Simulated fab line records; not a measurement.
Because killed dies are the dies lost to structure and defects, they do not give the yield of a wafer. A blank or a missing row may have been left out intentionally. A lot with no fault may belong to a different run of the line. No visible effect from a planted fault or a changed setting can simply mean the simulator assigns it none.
fab line records    flow gf180mcu
record lots=13  wafers=39  last-day=34
route steps=602 shown HV_LDD@211 M1@318 M2@362
lots that met no fault: from a run of the same line without faults
start-h: hours from the record's opening day to when the first of the lot's shown wafers began    wait-h: hours since the lot's step before    " unchanged from the row above    L1.1+2: a row that stands for several wafers    - no value present, or no start provided    * or withheld: withheld    < > ~ a bound
route shown NAME@n: names a module that has steps shown in the file, with the first one's number in the route    usual: mean and standard deviation over wafers with no fault    same: alike in all rows    chamber/n: place in a boat    sites: the reading at each site    _std_site: how widely they spread, as a standard deviation    _edge_site: inner sites' mean taken away from outer sites' mean    radius-mm: for every site, how far away it sits from the centre of the wafer    mask NAME#n: copy n    behind: the most recent tool/chamber to have shaped the wafer    hold: why the lot was held/for how many hours/how that ended    device: the transistor (n, p or np) that didn't switch    end of line: tests run on the same wafers once the route is complete    a step with no rows: only its recipe    killed: dies that structure and defects cost at the first sort, which is not the same as the wafer's yield    map: shows each die of a wafer: x if killed, . if not, _ if none is there
set.NAME: setting as actually run; set.NAME@STEP: the setting as run at that earlier step    model.NAME: the simulator's own value behind a step, which no gauge read
the route's steps for a sample of lots (tables are steps, rows are wafers)
services: from which hour (start-h, from the record's first day; less than 0 if before it) a tool's chamber was out of use, for how many hours, and why
## steps
# step GF_HV_LDD_IMPLANT_35
# recipe species=P  energy-kev=60  dose-cm2=7.5e+12  tilt-deg=30  rotation-deg=180
# usual beam-on-s=10.01/0.19  faraday-current-uA=42.3/0.81
lot.wafer  tool          chamber  start-h  wait-h  beam-on-s  faraday-current-uA
L187.2     implanter-01  0        257.03   0.1     10.18      41.5
L187.3     "             0        "        "       10.04      41.9
L187.6     "             0        "        "       9.69       43.8
L188.2     implanter-03  0        259.48   0.1     9.97       42.4
L188.3     "             0        "        "       10.19      41.8
L188.4     "             0        "        "       10.10      41.8
L189.1     implanter-04  0        269.94   0.1     9.95       42.5
L189.5     "             0        "        "       9.99       42.3
L189.6     "             0        "        "       10.19      41.6
L190.3     implanter-03  0        275.08   0.1     9.98       42.4
L190.4     "             0        "        "       10.20      41.7
L190.6     "             0        "        "       10.11      41.8
L191.2     implanter-01  0        285.26   0.1     10.11      41.8
L191.4     "             0        "        "       9.78       43.3
L191.6     "             0        "        "       10.10      41.7
L194.3     implanter-04  0        311.85   0.1     10.26      41.2
L194.5     "             0        "        "       9.63       44.1
L194.6     "             0        "        "       9.68       43.6
L195.2     implanter-04  0        316.80   0.1     10.08      41.8
L195.3     "             0        "        "       10.06      41.9
L195.5     "             0        "        "       9.73       43.5
L196.2     implanter-01  0        329.68   0.1     7.80       54.3
L196.3     "             0        "        "       7.56       55.7
L196.6     "             0        "        "       7.95       53.1
L197.3     implanter-01  0        335.75   0.1     7.91       53.4
L197.5     "             0        "        "       7.80       54.1
L197.6     "             0        "        "       7.66       55.2
L204.4     implanter-04  0        393.61   0.1     9.99       42.5
L204.5     "             0        "        "       9.97       42.2
L204.6     "             0        "        "       10.11      41.9
L207.2     implanter-03  0        411.46   0.1     10.40      40.7
L207.5     "             0        "        "       10.01      42.2
L207.6     "             0        "        "       9.93       42.7
L206.1     implanter-01  0        413.63   0.1     10.01      42.3
L206.3     "             0        "        "       9.97       42.4
L206.5     "             0        "        "       9.99       42.3
L210.1     implanter-03  0        439.05   0.1     10.14      41.9
L210.4     "             0        "        "       9.78       43.1
L210.5     "             0        "        "       9.85       42.9
# step GF_HV_LDD_TW_MEAS_38
# usual HV_LDD_3_TW=1425/10
lot.wafer  tool           chamber  start-h  wait-h  HV_LDD_3_TW
L187.2     film-metro-02  -        257.42   0.1     1434
L187.3     "              -        "        "       1429
L187.6     "              -        "        "       1422
L188.2     film-metro-01  -        259.87   0.1     1434
L188.3     "              -        "        "       1443
L188.4     "              -        "        "       1439
L189.1     film-metro-04  -        270.34   0.1     1408
L189.5     "              -        "        "       1404
L189.6     "              -        "        "       1402
L190.3     film-metro-01  -        275.45   0.1     1439
L190.4     "              -        "        "       1432
L190.6     "              -        "        "       1421
L191.2     film-metro-02  -        285.65   0.1     1432
L191.4     "              -        "        "       1435
L191.6     "              -        "        "       1434
L194.3     film-metro-01  -        312.22   0.1     1434
L194.5     "              -        "        "       1437
L194.6     "              -        "        "       1430
L195.2     film-metro-02  -        317.19   0.1     1427
L195.3     "              -        "        "       1421
L195.5     "              -        "        "       1423
L196.2     film-metro-04  -        330.07   0.1     1388
L196.3     "              -        "        "       1397
L196.6     "              -        "        "       1396
L197.3     film-metro-04  -        336.12   0.1     1382
L197.5     "              -        "        "       1381
L197.6     "              -        "        "       1381
L204.4     film-metro-01  -        393.97   0.1     1432
L204.5     "              -        "        "       1437
L204.6     "              -        "        "       1442
L207.2     film-metro-04  -        411.85   0.1     1417
L207.5     "              -        "        "       1416
L207.6     "              -        "        "       1418
L206.1     film-metro-01  -        414.03   0.1     1435
L206.3     "              -        "        "       1440
L206.5     "              -        "        "       1434
L210.1     film-metro-04  -        439.47   0.1     1414
L210.4     "              -        "        "       1408
L210.5     "              -        "        "       1414
# step GF_HV_LDD_RS_MEAS_53
# recipe thk-meas-gauge=four-point-probe
# usual HV_LDD_RS=418.1/0.88
lot.wafer  tool           chamber  start-h  wait-h  HV_LDD_RS[ohm/sq]
L187.2     film-metro-02  -        276.59   0.1     418.4
L187.3     "              -        "        "       419.3
L187.6     "              -        "        "       418.8
L188.2     film-metro-04  -        279.50   0.1     418.8
L188.3     "              -        "        "       418.7
L188.4     "              -        "        "       419.2
L189.1     film-metro-04  -        289.98   0.1     419.0
L189.5     "              -        "        "       417.7
L189.6     "              -        "        "       417.7
L190.3     film-metro-02  -        296.08   0.1     417.8
L190.4     "              -        "        "       417.7
L190.6     "              -        "        "       418.2
L191.2     film-metro-01  -        306.27   0.1     417.9
L191.4     "              -        "        "       417.4
L191.6     "              -        "        "       417.8
L194.3     film-metro-04  -        332.85   0.1     417.4
L194.5     "              -        "        "       417.9
L194.6     "              -        "        "       417.1
L195.2     film-metro-02  -        337.79   0.1     417.1
L195.3     "              -        "        "       417.9
L195.5     "              -        "        "       418.0
L196.2     film-metro-04  -        352.04   0.1     423.4
L196.3     "              -        "        "       424.2
L196.6     "              -        "        "       423.6
L197.3     film-metro-02  -        358.34   0.1     422.4
L197.5     "              -        "        "       422.9
L197.6     "              -        "        "       422.4
L204.4     film-metro-01  -        417.93   0.1     417.3
L204.5     "              -        "        "       418.4
L204.6     "              -        "        "       417.6
L207.2     film-metro-02  -        436.32   0.1     416.7
L207.5     "              -        "        "       418.6
L207.6     "              -        "        "       416.9
L206.1     film-metro-01  -        438.23   0.1     417.8
L206.3     "              -        "        "       417.7
L206.5     "              -        "        "       417.1
L210.1     film-metro-04  -        464.53   0.1     419.7
L210.4     "              -        "        "       418.6
L210.5     "              -        "        "       418.4
# step GF_M1_SPUTTER_03
# recipe material=Ti  target-thk-nm=10  substrate-temp-c=300  chamber-pressure-pa=0.3  power-w=3000  time-s=6.7
# usual throttle-valve-pct=30.4/1
lot.wafer  tool            chamber  start-h  wait-h  throttle-valve-pct
L187.2     pvd-sputter-02  -        365.30   0.0     30.8
L187.3     "               -        "        "       30.3
L187.6     "               -        "        "       29.8
L188.2     pvd-sputter-01  -        369.07   0.0     31.0
L188.3     "               -        "        "       30.6
L188.4     "               -        "        "       30.5
L189.1     pvd-sputter-02  -        379.89   0.0     29.7
L189.5     "               -        "        "       30.6
L189.6     "               -        "        "       30.1
L190.3     pvd-sputter-03  -        389.26   0.0     31.2
L190.4     "               -        "        "       29.3
L190.6     "               -        "        "       30.8
L191.2     pvd-sputter-03  -        396.85   0.0     29.2
L191.4     "               -        "        "       30.9
L191.6     "               -        "        "       30.9
L194.3     pvd-sputter-03  -        429.16   0.0     31.5
L194.5     "               -        "        "       29.4
L194.6     "               -        "        "       31.1
L195.2     pvd-sputter-03  -        437.49   0.0     31.2
L195.3     "               -        "        "       30.6
L195.5     "               -        "        "       29.5
L196.2     pvd-sputter-02  -        450.55   0.0     31.0
L196.3     "               -        "        "       30.3
L196.6     "               -        "        "       29.8
L197.3     pvd-sputter-03  -        461.33   0.0     29.1
L197.5     "               -        "        "       29.4
L197.6     "               -        "        "       29.2
L204.4     pvd-sputter-02  -        522.16   0.0     30.4
L204.5     "               -        "        "       28.7
L204.6     "               -        "        "       29.8
L207.2     pvd-sputter-03  -        536.09   0.0     31.4
L207.5     "               -        "        "       29.2
L207.6     "               -        "        "       30.8
L206.1     pvd-sputter-01  -        542.17   0.0     30.6
L206.3     "               -        "        "       32.6
L206.5     "               -        "        "       30.6
L210.1     pvd-sputter-01  -        563.13   0.0     31.0
L210.4     "               -        "        "       30.5
L210.5     "               -        "        "       30.6
# step GF_M2_SPUTTER_00
# recipe material=Ti  target-thk-nm=37.5  arriving-ion-energy-ev=80  substrate-temp-c=200  chamber-pressure-pa=2  power-w=4000  time-s=150
# usual throttle-valve-pct=30.8/0.96
lot.wafer  tool            chamber  start-h  wait-h  throttle-valve-pct
L187.2     pvd-sputter-03  -        415.12   0.1     31.3
L187.3     "               -        "        "       30.8
L187.6     "               -        "        "       30.9
L188.2     pvd-sputter-03  -        418.57   0.1     30.9
L188.3     "               -        "        "       29.2
L188.4     "               -        "        "       29.0
L189.1     pvd-sputter-03  -        429.98   0.2     29.0
L189.5     "               -        "        "       29.4
L189.6     "               -        "        "       29.6
L190.3     pvd-sputter-04  -        438.94   0.2     31.1
L190.4     "               -        "        "       30.9
L190.6     "               -        "        "       30.4
L191.2     pvd-sputter-03  -        448.65   0.1     29.3
L191.4     "               -        "        "       29.2
L191.6     "               -        "        "       31.6
L194.3     pvd-sputter-01  -        480.32   0.1     30.7
L194.5     "               -        "        "       30.8
L194.6     "               -        "        "       30.2
L195.2     pvd-sputter-01  -        487.72   0.1     32.8
L195.3     "               -        "        "       30.5
L195.5     "               -        "        "       30.6
L196.2     pvd-sputter-01  -        502.16   0.2     30.7
L196.3     "               -        "        "       32.6
L196.6     "               -        "        "       32.7
L197.3     pvd-sputter-01  -        512.00   0.2     30.8
L197.5     "               -        "        "       30.8
L197.6     "               -        "        "       32.6
L204.4     pvd-sputter-03  -        570.78   0.1     31.4
L204.5     "               -        "        "       29.1
L204.6     "               -        "        "       31.2
L207.2     pvd-sputter-04  -        583.71   0.2     31.3
L207.5     "               -        "        "       30.8
L207.6     "               -        "        "       31.2
L206.1     pvd-sputter-03  -        589.15   0.1     30.9
L206.3     "               -        "        "       29.4
L206.5     "               -        "        "       30.7
L210.1     pvd-sputter-04  -        608.88   0.2     30.8
L210.4     "               -        "        "       31.1
L210.5     "               -        "        "       30.8
# step GF_M2_SPUTTER_01
# recipe material=TiN  target-thk-nm=30  power-w=6500  time-s=25  chamber-pressure-pa=0.4
# usual throttle-valve-pct=30.8/0.98
lot.wafer  tool            chamber  start-h  wait-h  throttle-valve-pct
L187.2     pvd-sputter-03  -        415.22   0.1     31.2
L187.3     "               -        "        "       30.7
L187.6     "               -        "        "       30.8
L188.2     pvd-sputter-03  -        418.67   0.1     30.8
L188.3     "               -        "        "       29.3
L188.4     "               -        "        "       29.4
L189.1     pvd-sputter-03  -        430.08   0.1     29.3
L189.5     "               -        "        "       29.3
L189.6     "               -        "        "       29.2
L190.3     pvd-sputter-04  -        439.04   0.1     31.1
L190.4     "               -        "        "       31.0
L190.6     "               -        "        "       30.9
L191.2     pvd-sputter-03  -        448.75   0.1     29.4
L191.4     "               -        "        "       29.2
L191.6     "               -        "        "       31.2
L194.3     pvd-sputter-01  -        480.42   0.1     30.5
L194.5     "               -        "        "       30.9
L194.6     "               -        "        "       30.5
L195.2     pvd-sputter-01  -        487.82   0.1     32.8
L195.3     "               -        "        "       30.3
L195.5     "               -        "        "       30.7
L196.2     pvd-sputter-01  -        502.26   0.1     30.8
L196.3     "               -        "        "       32.8
L196.6     "               -        "        "       32.5
L197.3     pvd-sputter-01  -        512.10   0.1     31.0
L197.5     "               -        "        "       30.5
L197.6     "               -        "        "       32.8
L204.4     pvd-sputter-03  -        570.88   0.1     31.5
L204.5     "               -        "        "       29.1
L204.6     "               -        "        "       31.7
L207.2     pvd-sputter-04  -        583.81   0.1     31.2
L207.5     "               -        "        "       30.8
L207.6     "               -        "        "       31.1
L206.1     pvd-sputter-03  -        589.25   0.1     30.8
L206.3     "               -        "        "       29.2
L206.5     "               -        "        "       30.9
L210.1     pvd-sputter-04  -        608.98   0.1     31.0
L210.4     "               -        "        "       31.0
L210.5     "               -        "        "       30.9
## services
tool            chamber  start-h  hours  kind
implanter-01    -        259.92   1.1    repair
implanter-01    -        278.95   2.2    repair
implanter-04    -        284.34   4.0    repair
implanter-03    -        288.42   2.3    pm
implanter-04    -        326.39   11.2   pm
pvd-sputter-04  -        327.14   3.1    repair
pvd-sputter-02  -        334.73   5.2    repair
pvd-sputter-03  -        335.97   15.3   repair
implanter-04    -        339.22   1.0    repair
implanter-01    -        342.26   4.0    repair
pvd-sputter-03  -        424.45   2.2    repair
pvd-sputter-03  3        448.87   -      consumable-replace:kit
pvd-sputter-03  3        448.87   18.0   scheduled-down
pvd-sputter-01  -        491.50   10.0   repair
implanter-04    -        518.57   6.9    pm
implanter-03    -        523.07   0.7    repair
implanter-03    -        536.42   3.3    repair
pvd-sputter-03  -        546.01   3.2    repair
implanter-03    -        551.87   1.6    repair
implanter-03    -        559.61   3.2    pm
pvd-sputter-03  -        574.42   1.6    repair
implanter-01    -        579.67   3.0    pm
implanter-03    -        582.97   35.2   pm
pvd-sputter-03  -        594.66   24.6   repair
## key
first-sign step=GF_HV_LDD_IMPLANT_35  reading=faraday-current-uA  direction=up  sigmas=15  usual=42.3  struck=54.3
effect step=GF_HV_LDD_IMPLANT_35  reading=beam-on-s  direction=down  sigmas=11  usual=10.01  struck=7.78
effect step=GF_HV_LDD_TW_MEAS_38  reading=HV_LDD_3_TW  direction=down  sigmas=3.8  usual=1425  struck=1387
effect step=GF_HV_LDD_RS_MEAS_53  reading=HV_LDD_RS  direction=up  sigmas=5.8  usual=418.1  struck=423.2
met-at GF_HV_LDD_IMPLANT_35
struck-lots L196,L197
tester-left-out L196,L197
not-acting-at GF_M1_SPUTTER_03,GF_M2_SPUTTER_00,GF_M2_SPUTTER_01
onset-between 285.26 329.68
fault kind=process-parameter-drift  tool=implanter-01  chamber=-  onset-h=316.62  steps=GF_HV_LDD_IMPLANT_35  channel=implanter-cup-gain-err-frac  offset=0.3  shape=step  end-h=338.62
# tester-left-out: of these lots the tester's yield and bins aren't shown, on N5 and GAA mostly nor the transistor test; their killed dies are dies lost to structure and defects alone, not to doping, threshold or leakage, so they don't give the yield
